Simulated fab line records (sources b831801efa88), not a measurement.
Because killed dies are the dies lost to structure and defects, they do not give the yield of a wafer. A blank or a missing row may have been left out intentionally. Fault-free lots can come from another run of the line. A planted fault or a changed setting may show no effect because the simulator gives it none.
fab line records	flow sky130
record: lots: 6	wafers: 18	last-day: 50
route steps=708 shown VIA1@473 METAL2@483 PAD_OPEN@708
lots with no fault: from the same line, run without faults
start-h: start of the lot's first displayed wafer, in hours after the record's first day	wait-h: hours from the lot's prior step to this one	" same as the row above	L1.1+2: a single row standing in for several wafers	- either no value or no given start	* or withheld: withheld	< > ~ a bound
route shown NAME@n: NAME is a module with steps in the file, n the number in the route of the first one	usual: mean/standard deviation taken from wafers without a fault	same: alike in all rows	chamber/n: place in a boat	sites: each site's reading	_std_site: standard deviation of those values	_edge_site: mean of outer sites minus mean of inner sites	radius-mm: for every site, how far away it sits from the centre of the wafer	mask NAME#n: copy n	behind: the tool/chamber that last shaped the wafer	hold: why the lot was held/for how many hours/how that ended	device: whichever transistor did not switch (one of n, p or np)	end of line: the route-end tests of the same wafers	step lacking rows: just its recipe	killed: at the first sort, the dies lost to defects and structure; wafer yield is something else	map: per-die view of a wafer (x killed, . not killed, _ where there is no die)
set.NAME: the run value of the setting; set.NAME@STEP: its run value at that earlier step	model.NAME: the simulator's own value behind a step, which no gauge read
a table for each step, a row for each wafer; lots at some steps of the route
services: a tool's chamber out of use, with start hour (start-h, from the record's first day; less than 0 if before it), hours out, and reason
== steps ==
step: SKY_VIA1_ETCH_15
recipe: target: SiO2	chemistry: C4F8/O2/Ar	target-depth-nm: 351	stop-on: TiN	mask-material: KrF-thick	source-w: 1500	bias-w: 1200	pressure-mtorr: 40	c4f8-flow-sccm: withheld	O2_flow_sccm: 6	Ar_flow_sccm: 300	time-s: 54
usual: oes-product-au: 0.981/0.005
lot.wafer	tool	chamber	start-h	wait-h	oes-product-au	rf-hours-counter-h
L977.1	rie-diel-02	3	780.68	0.0	0.990	6
L977.3	"	0	"	"	0.984	16
L977.6	"	2	"	"	0.978	-
L978.2	rie-diel-01	3	794.69	0.0	0.973	3
L978.4	"	0	"	"	0.979	-
L978.5	"	3	"	"	0.983	-
L987.3	rie-diel-04	0	867.93	0.0	0.977	2
L987.4	"	2	"	"	0.981	1
L987.6	"	1	"	"	0.985	-
L988.4	rie-diel-04	2	872.56	0.0	0.979	-
L988.5	"	3	"	"	0.985	-
L988.6	"	1	"	"	0.987	-
L993.1	rie-diel-04	0	916.89	0.0	0.977	3
L993.3	"	2	"	"	0.987	3
L993.5	"	2	"	"	0.987	-
L999.1	rie-diel-01	0	949.35	0.0	0.982	3
L999.4	"	2	"	"	0.984	2
L999.5	"	2	"	"	0.985	-
step: SKY_VIA1_STRIP_16
recipe: chemistry: O2/N2	power-w: 1400	pressure-mtorr: 1500	platen-temp-c: withheld	o2-flow-sccm: 3000	n2-flow-sccm: 300	overash-fraction: 0.5
step: SKY_VIA1_STRIP_17
recipe: chemistry: post-etch-residue-remover	time-s: 1200	temp-c: 72.5
step: SKY_VIA1_CLEAN_18
recipe: chemistry: IPA	time-s: 180	temp-c: 25
step: SKY_VIA1_CLEAN_19
recipe: chemistry: O3/DIW	dry: n2-spin
step: SKY_VIA1_SPUTTER_20
recipe: material: TiN	target-thk-nm: 20	chamber-pressure-pa: 5	power-w: 4000	time-s: 80
step: SKY_VIA1_CVD_21
recipe: material: W	target-thk-nm: 270	time-s: 80.902	temp-c: 400	pressure-torr: 40
step: SKY_VIA1_RS_MEAS_22
recipe: thk-meas-gauge: four-point-probe	reads: W_of_VIA1_CVD_21+TiN_of_VIA1_SPUTTER_20
usual: VIA1_W_RS: 0.427/0.0063
lot.wafer	tool	chamber	start-h	wait-h	VIA1_W_RS[ohm/sq]
L977.1	film-metro-02	-	781.48	0.1	0.418
L977.3	"	-	"	"	0.425
L977.6	"	-	"	"	0.417
L978.2	film-metro-02	-	795.62	0.1	0.420
L978.4	"	-	"	"	0.419
L978.5	"	-	"	"	0.430
L987.3	film-metro-01	-	868.77	0.1	0.431
L987.4	"	-	"	"	0.436
L987.6	"	-	"	"	0.438
L988.4	film-metro-02	-	873.46	0.1	0.422
L988.5	"	-	"	"	0.417
L988.6	"	-	"	"	0.429
L993.1	film-metro-01	-	917.69	0.1	0.426
L993.3	"	-	"	"	0.417
L993.5	"	-	"	"	0.412
L999.1	film-metro-02	-	950.17	0.1	0.431
L999.4	"	-	"	"	0.427
L999.5	"	-	"	"	0.426
step: SKY_VIA1_THK_MEAS_23
recipe: thk-meas-gauge: xrf	reads: W_of_VIA1_CVD_21
usual: VIA1_W_THK: 277/5
lot.wafer	tool	chamber	start-h	wait-h	VIA1_W_THK[nm]
L977.1	film-metro-02	-	781.60	0.1	283
L977.3	"	-	"	"	277
L977.6	"	-	"	"	282
L978.2	film-metro-02	-	795.73	0.1	276
L978.4	"	-	"	"	277
L978.5	"	-	"	"	270
L987.3	film-metro-01	-	868.87	0.1	277
L987.4	"	-	"	"	273
L987.6	"	-	"	"	273
L988.4	film-metro-02	-	873.55	0.1	278
L988.5	"	-	"	"	280
L988.6	"	-	"	"	272
L993.1	film-metro-01	-	917.81	0.1	278
L993.3	"	-	"	"	288
L993.5	"	-	"	"	288
L999.1	film-metro-02	-	950.29	0.1	273
L999.4	"	-	"	"	276
L999.5	"	-	"	"	276
step: SKY_VIA1_CMP_24
recipe: stop-on: SiO2	t-overpolish-s: 15	down-force-psi: 3.5	platen-rpm: 60	target-thk-nm: 0	pad-velocity-m-s: 0.94248
step: SKY_METAL2_SPUTTER_00
recipe: material: Ti	target-thk-nm: 15	power-w: 3000	time-s: 10	chamber-pressure-pa: 0.4
step: SKY_METAL2_SPUTTER_01
recipe: material: TiN	target-thk-nm: 20	power-w: 6500	time-s: 16.7	chamber-pressure-pa: 0.4
usual: chamber-pressure-pa: 0.3999/0.00081	throttle-valve-pct: 30.2/1.1
lot.wafer	tool	chamber	start-h	wait-h	chamber-pressure-pa	throttle-valve-pct
L977.1	pvd-sputter-03	-	781.98	0.0	0.4003	30.7
L977.3	"	-	"	"	0.3987	32.0
L977.6	"	-	"	"	0.4005	29.3
L978.2	pvd-sputter-03	-	796.10	0.0	0.4012	32.0
L978.4	"	-	"	"	0.3998	29.3
L978.5	"	-	"	"	0.3998	29.3
L987.3	pvd-sputter-03	-	869.23	0.0	0.4012	29.4
L987.4	"	-	"	"	0.4006	30.6
L987.6	"	-	"	"	0.4004	29.4
L988.4	pvd-sputter-03	-	873.90	0.0	0.4006	29.1
L988.5	"	-	"	"	0.4000	29.1
L988.6	"	-	"	"	0.4001	30.6
L993.1	pvd-sputter-04	-	918.19	0.0	0.4000	30.0
L993.3	"	-	"	"	0.4003	32.9
L993.5	"	-	"	"	0.3990	31.0
L999.1	pvd-sputter-02	-	950.68	0.0	0.4014	30.1
L999.4	"	-	"	"	0.4005	30.5
L999.5	"	-	"	"	0.4006	29.9
step: SKY_METAL2_SPUTTER_02
recipe: material: AlCu	target-thk-nm: 250	power-w: 10600	time-s: 13.3	chamber-pressure-pa: 0.4
usual: chamber-pressure-pa: 0.3999/0.00079	throttle-valve-pct: 30.2/1.1
lot.wafer	tool	chamber	start-h	wait-h	chamber-pressure-pa	throttle-valve-pct	model.AlCu_of_METAL2_SPUTTER_02.thk-nm
L977.1	pvd-sputter-03	-	782.01	0.0	0.3981	30.6	251.6
L977.3	"	-	"	"	0.4001	32.0	252.4
L977.6	"	-	"	"	0.3988	29.2	252.3
L978.2	pvd-sputter-03	-	796.12	0.0	0.4010	32.1	250.2
L978.4	"	-	"	"	0.3998	29.1	249.9
L978.5	"	-	"	"	0.3997	29.3	251.2
L987.3	pvd-sputter-03	-	869.26	0.0	0.4013	29.1	249.9
L987.4	"	-	"	"	0.3994	30.7	327.8
L987.6	"	-	"	"	0.4012	29.3	250.8
L988.4	pvd-sputter-03	-	873.93	0.0	0.3990	29.0	251
L988.5	"	-	"	"	0.3994	29.2	250.3
L988.6	"	-	"	"	0.4008	30.7	327.2
L993.1	pvd-sputter-04	-	918.22	0.0	0.4008	30.0	247.3
L993.3	"	-	"	"	0.3997	32.9	249.6
L993.5	"	-	"	"	0.4014	30.6	250.4
L999.1	pvd-sputter-02	-	950.70	0.0	0.3988	30.0	248.8
L999.4	"	-	"	"	0.4000	30.9	250.6
L999.5	"	-	"	"	0.3999	30.1	250.7
step: SKY_METAL2_SPUTTER_03
recipe: material: Ti	target-thk-nm: 5	power-w: 3000	time-s: 3.3	chamber-pressure-pa: 0.4
usual: chamber-pressure-pa: 0.4000/0.00079	throttle-valve-pct: 30.2/1.1
lot.wafer	tool	chamber	start-h	wait-h	chamber-pressure-pa	throttle-valve-pct
L977.1	pvd-sputter-03	-	782.03	0.0	0.3995	30.5
L977.3	"	-	"	"	0.4002	32.2
L977.6	"	-	"	"	0.4010	29.0
L978.2	pvd-sputter-03	-	796.15	0.0	0.4009	32.1
L978.4	"	-	"	"	0.4008	29.2
L978.5	"	-	"	"	0.4001	28.9
L987.3	pvd-sputter-03	-	869.28	0.0	0.4004	29.4
L987.4	"	-	"	"	0.4003	30.8
L987.6	"	-	"	"	0.3996	29.3
L988.4	pvd-sputter-03	-	873.95	0.0	0.3991	29.4
L988.5	"	-	"	"	0.4001	29.4
L988.6	"	-	"	"	0.4012	30.8
L993.1	pvd-sputter-04	-	918.24	0.0	0.4008	30.1
L993.3	"	-	"	"	0.4004	33.0
L993.5	"	-	"	"	0.4001	30.7
L999.1	pvd-sputter-02	-	950.73	0.0	0.4005	30.0
L999.4	"	-	"	"	0.3990	30.6
L999.5	"	-	"	"	0.4009	30.2
step: SKY_METAL2_SPUTTER_04
recipe: material: TiN	target-thk-nm: 70	power-w: 6500	time-s: 58.3	chamber-pressure-pa: 0.4
usual: chamber-pressure-pa: 0.3999/0.00077	throttle-valve-pct: 30.2/1.1
lot.wafer	tool	chamber	start-h	wait-h	chamber-pressure-pa	throttle-valve-pct
L977.1	pvd-sputter-03	-	782.05	0.0	0.3999	31.0
L977.3	"	-	"	"	0.4006	31.8
L977.6	"	-	"	"	0.3995	29.0
L978.2	pvd-sputter-03	-	796.17	0.0	0.4002	32.1
L978.4	"	-	"	"	0.4000	29.1
L978.5	"	-	"	"	0.4008	29.2
L987.3	pvd-sputter-03	-	869.30	0.0	0.4000	29.3
L987.4	"	-	"	"	0.3989	30.8
L987.6	"	-	"	"	0.3994	29.4
L988.4	pvd-sputter-03	-	873.97	0.0	0.3989	29.1
L988.5	"	-	"	"	0.3990	29.1
L988.6	"	-	"	"	0.3989	30.5
L993.1	pvd-sputter-04	-	918.26	0.0	0.3997	30.0
L993.3	"	-	"	"	0.3996	33.2
L993.5	"	-	"	"	0.4006	31.0
L999.1	pvd-sputter-02	-	950.74	0.0	0.3992	29.9
L999.4	"	-	"	"	0.3983	30.5
L999.5	"	-	"	"	0.3996	29.9
step: SKY_METAL2_RS_MEAS_05
recipe: thk-meas-gauge: four-point-probe	reads: TiN_of_METAL2_SPUTTER_04+Ti_of_METAL2_SPUTTER_03+AlCu_of_METAL2_SPUTTER_02+TiN_of_METAL2_SPUTTER_01+Ti_of_METAL2_SPUTTER_00
usual: METAL2_ALCU_RS: 0.1268/0.0011
lot.wafer	tool	chamber	start-h	wait-h	METAL2_ALCU_RS[ohm/sq]
L977.1	film-metro-01	-	782.10	0.0	0.1262
L977.3	"	-	"	"	0.1257
L977.6	"	-	"	"	0.1258
L978.2	film-metro-04	-	796.23	0.0	0.1264
L978.4	"	-	"	"	0.1266
L978.5	"	-	"	"	0.1259
L987.3	film-metro-04	-	869.39	0.1	0.1264
L987.4	"	-	"	"	0.0958
L987.6	"	-	"	"	0.1261
L988.4	film-metro-04	-	874.08	0.1	0.1259
L988.5	"	-	"	"	0.1263
L988.6	"	-	"	"	0.0959
L993.1	film-metro-04	-	918.31	0.0	0.1279
L993.3	"	-	"	"	0.1267
L993.5	"	-	"	"	0.1266
L999.1	film-metro-03	-	950.79	0.0	0.1276
L999.4	"	-	"	"	0.1265
L999.5	"	-	"	"	0.1264
step: SKY_METAL2_THK_MEAS_06
recipe: thk-meas-gauge: xrf	reads: AlCu_of_METAL2_SPUTTER_02
usual: METAL2_ALCU_THK: 247.1/2.6
lot.wafer	tool	chamber	start-h	wait-h	METAL2_ALCU_THK[nm]
L977.1	film-metro-01	-	782.22	0.1	249.4
L977.3	"	-	"	"	251.5
L977.6	"	-	"	"	249.2
L978.2	film-metro-04	-	796.34	0.1	248.9
L978.4	"	-	"	"	247.4
L978.5	"	-	"	"	249.0
L987.3	film-metro-04	-	869.49	0.1	245.4
L987.4	"	-	"	"	319.7
L987.6	"	-	"	"	246.3
L988.4	film-metro-04	-	874.17	0.1	245.5
L988.5	"	-	"	"	245.2
L988.6	"	-	"	"	321.3
L993.1	film-metro-04	-	918.43	0.1	244.1
L993.3	"	-	"	"	245.9
L993.5	"	-	"	"	246.3
L999.1	film-metro-03	-	950.91	0.1	244.0
L999.4	"	-	"	"	247.3
L999.5	"	-	"	"	246.7
step: SKY_METAL2_DEHYDRATE_07
recipe: temp-c: 200	time-s: 60
step: SKY_METAL2_HMDS_08
recipe: prime-time-s: 60	prime-temp-c: 120
step: SKY_METAL2_COAT_09
recipe: resist: BARC	temp-c: withheld	time-s: withheld	spin-rpm: 3000	resist-thk-nm: 60
step: SKY_METAL2_COAT_10
recipe: resist: KrF-thick	spin-rpm: 3000	resist-thk-nm: 450
step: SKY_METAL2_SOFTBAKE_11
recipe: temp-c: 100	time-s: 90	resist: KrF-thick
step: SKY_METAL2_EXPOSE_12
recipe: mask-id: MM2	na: 0.8	source-shape: annular	sigma-inner: 0.55	sigma-outer: 0.85	target-cd-nm: 140	dose-mj: 28
step: SKY_METAL2_PEB_13
recipe: peb-temp-c: withheld	peb-time-s: withheld	resist: KrF-thick
step: SKY_METAL2_DEVELOP_14
recipe: develop-time-s: 60	resist: KrF-thick	dev-temp-c: 21
step: SKY_METAL2_CD_MEAS_15
recipe: target-cd-nm: 140
usual: cd-nm: 139.6/1.5
lot.wafer	tool	chamber	start-h	wait-h	cd-nm
L977.1	cd-sem-01	-	809.20	-	140.3
L977.3	"	-	"	"	140.5
L977.6	"	-	"	"	140.7
L978.2	cd-sem-02	-	822.81	-	141.6
L978.4	"	-	"	"	138.4
L978.5	"	-	"	"	140.4
L987.3	cd-sem-01	-	895.58	-	136.8
L987.4	"	-	"	"	137.8
L987.6	"	-	"	"	136.9
L988.4	cd-sem-01	-	899.52	-	139.7
L988.5	"	-	"	"	140.4
L988.6	"	-	"	"	138.4
L993.1	cd-sem-01	-	942.06	-	137.5
L993.3	"	-	"	"	137.6
L993.5	"	-	"	"	138.7
L999.1	cd-sem-01	-	974.79	-	137.8
L999.4	"	-	"	"	137.8
L999.5	"	-	"	"	137.2
step: SKY_METAL2_OVL_MEAS_16
usual: METAL2_OVL: -5/5.6
lot.wafer	tool	chamber	start-h	wait-h	METAL2_OVL[nm]
L977.1	overlay-01	-	809.32	0.1	-2
L977.3	"	-	"	"	-4
L977.6	"	-	"	"	-6
L978.2	overlay-01	-	822.91	0.1	-7
L978.4	"	-	"	"	-11
L978.5	"	-	"	"	-11
L987.3	overlay-01	-	895.67	0.1	-12
L987.4	"	-	"	"	-6
L987.6	"	-	"	"	4
L988.4	overlay-02	-	899.60	0.1	-2
L988.5	"	-	"	"	-6
L988.6	"	-	"	"	-8
L993.1	overlay-01	-	942.18	0.1	-3
L993.3	"	-	"	"	1
L993.5	"	-	"	"	4
L999.1	overlay-01	-	974.91	0.1	8
L999.4	"	-	"	"	11
L999.5	"	-	"	"	8
step: SKY_METAL2_DESCUM_17
recipe: chemistry: O2	source-power-w: 150	bias-power-w: 0	pressure-mtorr: 10	temp-c: 40	time-s: 8
step: SKY_METAL2_ETCH_18
recipe: chemistry: N2/H2	target: BARC	ion-energy-ev: 200	bias-w: 100	pressure-mtorr: 30	n2-flow-sccm: 100	h2-flow-sccm: 200	icp-w: 500	stop-on: SiO2	time-s: 45.9	target-depth-a: 600
usual: drypump-motor-current-A: 5.9/0.46	he-backside-leak-sccm: 3.4/0.35	oes-product-au: 0.854/0.005	throttle-valve-pct: 13.224/0.0099
lot.wafer	tool	chamber	start-h	wait-h	drypump-motor-current-A	he-backside-leak-sccm	oes-product-au	rf-hours-counter-h	throttle-valve-pct
L977.1	rie-metal-04	1	809.39	0.0	6.0	3.4	0.849	5	13.226
L977.3	"	1	"	"	6.0	3.3	0.845	-	13.225
L977.6	"	1	"	"	6.0	3.3	0.847	-	13.228
L978.2	rie-metal-01	0	822.97	0.0	6.4	3.5	0.845	4	13.200
L978.4	"	0	"	"	6.4	3.4	0.856	-	13.212
L978.5	"	0	"	"	6.4	3.5	0.848	-	13.213
L987.3	rie-metal-04	0	895.74	0.0	6.0	3.4	0.848	-	13.233
L987.4	"	1	"	"	6.0	3.3	0.860	-	13.225
L987.6	"	1	"	"	6.0	3.3	0.854	-	13.227
L988.4	rie-metal-02	1	899.67	0.0	5.5	3.7	0.858	-	13.225
L988.5	"	0	"	"	6.6	3.6	0.859	-	13.242
L988.6	"	1	"	"	5.5	4.4	0.858	-	13.225
L993.1	rie-metal-01	1	942.25	0.0	5.2	3.3	0.849	3	13.227
L993.3	"	1	"	"	5.2	3.2	0.852	-	13.229
L993.5	"	0	"	"	6.4	3.8	0.852	-	13.215
L999.1	rie-metal-02	0	974.97	0.0	6.6	3.4	0.863	5	13.233
L999.4	"	0	"	"	6.6	3.2	0.852	-	13.227
L999.5	"	0	"	"	6.6	3.3	0.845	-	13.241
step: SKY_METAL2_METAL_ETCH_19
recipe: target-depth-a: 3600	stop-on: SiO2	over-etch-frac: 0.3	time-s: 78	chemistry: Cl2/BCl3	resist-sidewall-deg: 88	pressure-mtorr: 10	icp-w: 900	bias-w: 48.5	Cl2_flow_sccm: 60	bcl3-flow-sccm: 30
usual: bcl3-flow-sccm: 29.99/0.087	drypump-motor-current-A: 5.9/0.46	he-backside-leak-sccm: 3.39/0.24	oes-product-au: 0.855/0.0056	throttle-valve-pct: 22.264/0.0092
lot.wafer	tool	chamber	start-h	wait-h	bcl3-flow-sccm	drypump-motor-current-A	he-backside-leak-sccm	oes-product-au	rf-hours-counter-h	throttle-valve-pct
L977.1	rie-metal-04	1	809.45	0.0	29.85	6.0	3.33	0.856	5	22.286
L977.3	"	1	"	"	29.89	6.0	3.36	0.857	-	22.282
L977.6	"	1	"	"	29.93	6.0	3.32	0.867	-	22.252
L978.2	rie-metal-01	0	823.04	0.0	30.11	6.4	3.57	0.847	4	22.259
L978.4	"	0	"	"	29.96	6.4	3.60	0.844	-	22.257
L978.5	"	0	"	"	29.93	6.4	3.48	0.869	-	22.249
L987.3	rie-metal-04	0	895.82	0.1	29.95	6.0	3.22	0.844	-	22.263
L987.4	"	1	"	"	30.01	6.0	3.27	0.915	-	22.268
L987.6	"	1	"	"	30.13	6.0	3.18	0.857	-	22.274
L988.4	rie-metal-02	1	899.74	0.1	29.93	5.5	3.55	0.864	-	22.268
L988.5	"	0	"	"	29.99	6.6	3.63	0.856	-	22.285
L988.6	"	1	"	"	30.05	5.5	3.49	0.910	-	22.254
L993.1	rie-metal-01	1	942.31	0.0	30.04	5.2	3.18	0.851	3	22.262
L993.3	"	1	"	"	30.05	5.2	3.12	0.852	-	22.252
L993.5	"	0	"	"	30.00	6.4	3.45	0.853	-	22.251
L999.1	rie-metal-02	0	975.04	0.0	30.09	6.6	3.43	0.846	5	22.267
L999.4	"	0	"	"	30.05	6.6	3.49	0.851	-	22.262
L999.5	"	0	"	"	30.01	6.6	3.49	0.854	-	22.263
step: SKY_METAL2_STRIP_20
recipe: chemistry: O2/N2	power-w: 1400	pressure-mtorr: 1500	platen-temp-c: withheld	o2-flow-sccm: 3000	n2-flow-sccm: 300	overash-fraction: 0.5
step: SKY_PAD_OPEN_PROBE_99
lot.wafer	tool	chamber	start-h	wait-h	model.etest.met2.line-ohm-um	model.etest.met2.rs-ohm-sq
L977.1	prober-01	-	1069.01	0.1	0.917	0.1284
L977.3	prober-01	-	1069.11	0.2	0.9486	0.1275
L977.6	prober-01	-	1069.26	0.2	0.9124	0.1267
L978.2	prober-02	-	1078.53	0.1	0.9115	0.1285
L978.4	prober-02	-	1078.63	0.2	0.9314	0.1284
L978.5	prober-02	-	1078.68	0.2	0.917	0.1281
L987.3	prober-01	-	1133.52	0.2	0.9346	0.1291
L987.4	prober-01	-	1133.57	0.2	0.7016	0.09774
L987.6	prober-01	-	1133.67	0.2	0.918	0.1271
L988.4	prober-02	-	1134.56	0.2	0.898	0.1271
L988.5	prober-02	-	1134.61	0.2	0.8883	0.1283
L988.6	prober-02	-	1134.66	0.2	0.7025	0.09728
L993.1	prober-01	-	1166.01	0.1	0.9477	0.1306
L993.3	prober-01	-	1166.11	0.2	0.943	0.1286
L993.5	prober-01	-	1166.21	0.2	0.9081	0.1293
L999.1	prober-01	-	1190.05	0.1	0.9112	0.1278
L999.4	prober-01	-	1190.20	0.2	0.9174	0.1277
L999.5	prober-01	-	1190.25	0.2	0.8955	0.1274
killed by level:class
L977.1 VIA1:geometric-particle:open=10 VIA2:geometric-particle:open=9 CONTACT:geometric-particle:open=7 POLY_GATE:geometric-particle:short=6 METAL1:geometric-particle:short=5 VIA3:geometric-particle:open=5 FIELD_ISO:geometric-particle:open=4 VIA1:geometric-particle:short=4
L977.3 VIA1:geometric-particle:open=10 METAL3:geometric-particle:short=8 POLY_GATE:geometric-particle:open=7 CONTACT:geometric-particle:open=7 METAL1:geometric-particle:short=6 VIA1:geometric-particle:short=6 LI_CONTACT:geometric-particle:short=5 LI_CONTACT:geometric-particle:open=5
L977.6 CONTACT:geometric-particle:open=9 VIA3:geometric-particle:open=7 VIA1:geometric-particle:open=6 METAL2:geometric-particle:short=6 FIELD_ISO:geometric-particle:open=5 METAL1:geometric-particle:short=5 LI_CONTACT:geometric-particle:open=3 LOCAL_INTERCONNECT:geometric-particle:short=3
L978.2 VIA1:geometric-particle:open=10 FIELD_ISO:geometric-particle:short=9 VIA3:geometric-particle:short=8 CONTACT:geometric-particle:open=8 VIA1:geometric-particle:short=7 VIA2:geometric-particle:open=7 LI_CONTACT:geometric-particle:open=5 LOCAL_INTERCONNECT:geometric-particle:short=5
L978.4 VIA1:geometric-particle:open=12 LI_CONTACT:geometric-particle:open=11 VIA2:geometric-particle:open=8 CONTACT:geometric-particle:short=7 CONTACT:geometric-particle:open=7 FIELD_ISO:geometric-particle:open=6 METAL1:geometric-particle:short=6 METAL2:geometric-particle:short=6
L978.5 VIA3:geometric-particle:short=10 VIA3:geometric-particle:open=9 VIA1:geometric-particle:open=8 LI_CONTACT:geometric-particle:open=7 CONTACT:geometric-particle:short=6 CONTACT:geometric-particle:open=6 VIA2:geometric-particle:open=6 FIELD_ISO:geometric-particle:open=5
L993.1 VIA1:geometric-particle:open=13 LI_CONTACT:geometric-particle:open=9 CONTACT:geometric-particle:open=9 METAL2:geometric-particle:short=7 VIA3:geometric-particle:open=6 FIELD_ISO:geometric-particle:short=5 CONTACT:geometric-particle:short=5 VIA2:geometric-particle:open=5
L993.3 LI_CONTACT:geometric-particle:open=7 CONTACT:geometric-particle:open=7 FIELD_ISO:geometric-particle:open=6 VIA1:geometric-particle:open=6 METAL2:geometric-particle:short=6 CONTACT:geometric-particle:short=5 POLY_GATE:geometric-particle:short=4 VIA1:geometric-particle:short=4
L993.5 VIA1:geometric-particle:open=16 VIA2:geometric-particle:open=11 LI_CONTACT:geometric-particle:open=9 FIELD_ISO:geometric-particle:open=8 CONTACT:geometric-particle:open=7 VIA3:geometric-particle:open=7 LOCAL_INTERCONNECT:geometric-particle:short=5 VIA1:geometric-particle:short=5
L999.1 VIA1:geometric-particle:open=12 VIA3:geometric-particle:open=7 VIA2:geometric-particle:open=6 LOCAL_INTERCONNECT:geometric-particle:short=6 CONTACT:geometric-particle:open=5 POLY_GATE:geometric-particle:short=4 METAL4:geometric-particle:short=4 METAL3:geometric-particle:short=3
L999.4 CONTACT:geometric-particle:open=12 VIA1:geometric-particle:open=10 VIA2:geometric-particle:open=9 VIA3:geometric-particle:open=9 VIA1:geometric-particle:short=6 METAL2:geometric-particle:short=5 CONTACT:geometric-particle:short=4 METAL1:geometric-particle:short=4
L999.5 CONTACT:geometric-particle:open=10 LOCAL_INTERCONNECT:geometric-particle:short=8 VIA1:geometric-particle:open=8 VIA2:geometric-particle:open=8 FIELD_ISO:geometric-particle:short=6 VIA3:geometric-particle:open=5 CONTACT:geometric-particle:short=5 VIA1:geometric-particle:short=4
== services ==
tool	chamber	start-h	hours	kind
pvd-sputter-03	2	757.19	-	consumable-replace:kit
pvd-sputter-03	2	757.19	18.0	scheduled-down
pvd-sputter-04	-	763.78	5.0	repair
pvd-sputter-03	-	768.96	12.4	repair
rie-diel-02	2	773.54	4.8	repair
rie-diel-01	1	783.46	3.8	repair
rie-metal-02	-	789.98	0.7	repair
rie-diel-02	2	792.14	6.0	repair
rie-diel-02	3	800.50	8.5	repair
rie-metal-02	0	805.95	20.4	repair
pvd-sputter-02	-	824.34	1.9	repair
pvd-sputter-03	-	852.95	9.3	repair
rie-diel-04	-	861.17	4.3	pm
rie-diel-04	0	869.69	2.9	repair
pvd-sputter-02	-	878.24	2.6	repair
pvd-sputter-02	-	878.65	4.5	repair
rie-metal-02	0	883.75	9.9	repair
rie-diel-02	-	894.71	2.8	pm
rie-metal-01	1	895.68	5.8	repair
rie-metal-01	-	897.61	0.5	repair
rie-diel-01	3	902.38	2.9	repair
rie-metal-02	-	938.92	0.7	repair
rie-metal-01	-	942.45	2.6	repair
rie-metal-01	-	942.82	0.3	repair
== key ==
first-sign: step: SKY_METAL2_RS_MEAS_05	reading: METAL2_ALCU_RS	direction: down	sigmas: 28	usual: 0.1268	struck: 0.0958
effect: step: SKY_METAL2_THK_MEAS_06	reading: METAL2_ALCU_THK	direction: up	sigmas: 28	usual: 247.1	struck: 320.5
effect: step: SKY_METAL2_METAL_ETCH_19	reading: oes-product-au	direction: up	sigmas: 10	usual: 0.855	struck: 0.913
model-effect: step: SKY_METAL2_SPUTTER_02	value: AlCu_of_METAL2_SPUTTER_02.thk-nm	without: 249.3	struck: 327.5
model-effect: step: SKY_PAD_OPEN_PROBE_99	value: etest.met2.line-ohm-um	without: 0.9298	struck: 0.7021
met-at SKY_METAL2_SPUTTER_02
struck-wafers L987.4,L988.6
sort-left-out L987.4,L988.6
onset-between 782.01 869.26
fault: kind: process-parameter-drift	tool: pvd-sputter-03	chamber: -	onset-h: 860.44	steps: SKY_METAL2_SPUTTER_02	channel: target-thk-nm	offset: 78.11	shape: step	end-h: 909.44	acts-in: these-recipes-only	stated: 250	scope: struck-wafers-only
sort-left-out: the simulated sort isn't trusted on such a fault, so these wafers' sort isn't shown, and their yield isn't known
